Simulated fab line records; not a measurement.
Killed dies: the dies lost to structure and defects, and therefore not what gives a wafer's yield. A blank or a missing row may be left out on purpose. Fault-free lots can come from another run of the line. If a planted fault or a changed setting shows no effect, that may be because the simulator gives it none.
What tool caused it?    flow sky130    Sampling: 6 lots, 18 wafers, 4 of 708 route steps

## WHAT EACH GAUGE READ, for each wafer
SKY_LDD_HVP_TW_MEAS_10.
lot   measured      on            LDD_HVP_TW
L997  day 21 18:50  filmMetro-04  455.3 453.8 451.2
L100  day 22 04:00  filmMetro-03  458.5 460.2 459.1
L103  day 23 00:08  filmMetro-03  456.8 455.4 458.0
L109  day 32 17:39  filmMetro-04  454.2 453.1 452.4
L110  day 32 22:11  filmMetro-03  457.8 457.4 459.7
L112  day 32 23:24  filmMetro-04  453.3 453.8 453.7

## WHICH TOOL RAN EACH LOT (tool, then ch and the chambers of the sampled wafers, then the start)
lot   SKY_POLY_GATE_STRIP_18               SKY_LDD_HVP_DEVELOP_06            SKY_LDD_HVP_STRIP_09
L997  plasmaAsher-02 ch 0,1, day 16 13:23  lithoTrack-03 ch 0, day 21 18:25  plasmaAsher-03 ch 0,1, day 21 18:43
L100  plasmaAsher-02 ch 0,1, day 17 01:42  lithoTrack-01 ch 0, day 22 03:34  plasmaAsher-02 ch 0,1, day 22 03:54
L103  plasmaAsher-04 ch 0,1, day 17 21:39  lithoTrack-03 ch 0, day 22 23:41  plasmaAsher-03 ch 0,1, day 23 00:02
L109  plasmaAsher-04 ch 0,1, day 27 20:39  lithoTrack-04 ch 0, day 32 17:14  plasmaAsher-04 ch 0,1, day 32 17:32
L110  plasmaAsher-03 ch 0,1, day 27 23:30  lithoTrack-03 ch 0, day 32 21:46  plasmaAsher-04 ch 0,1, day 32 22:04
L112  plasmaAsher-03 ch 0,1, day 28 01:53  lithoTrack-04 ch 0, day 32 22:59  plasmaAsher-03 ch 0,1, day 32 23:17
- SKY_POLY_GATE_STRIP_18: strips in O2/N2.
- SKY_LDD_HVP_DEVELOP_06: develop time 60 s.
- SKY_LDD_HVP_STRIP_09: strips in O2/N2.

## THE ANSWER, worked out from the rows above alone
Rule: the lots themselves supply what counts as usual. Put in order of their means at a reading, lots are off if they are a third of the lots or fewer, leave a main group of 4 or more, and stand apart from it by a gap of 3 or more times the standard deviation of the main group's means; of several such gaps the widest counts. If all means in a main group match to the digits the tables above print for the reading, that group is not used. A lot without any number at a reading at which 4 lots or more have one is off too. Where the step has rows for the other lots, those lots are counted as sound.
Nothing can be told from this: no lot is off at any reading shown.

## WHAT HAD BEEN PUT IN BY THE SIMULATOR
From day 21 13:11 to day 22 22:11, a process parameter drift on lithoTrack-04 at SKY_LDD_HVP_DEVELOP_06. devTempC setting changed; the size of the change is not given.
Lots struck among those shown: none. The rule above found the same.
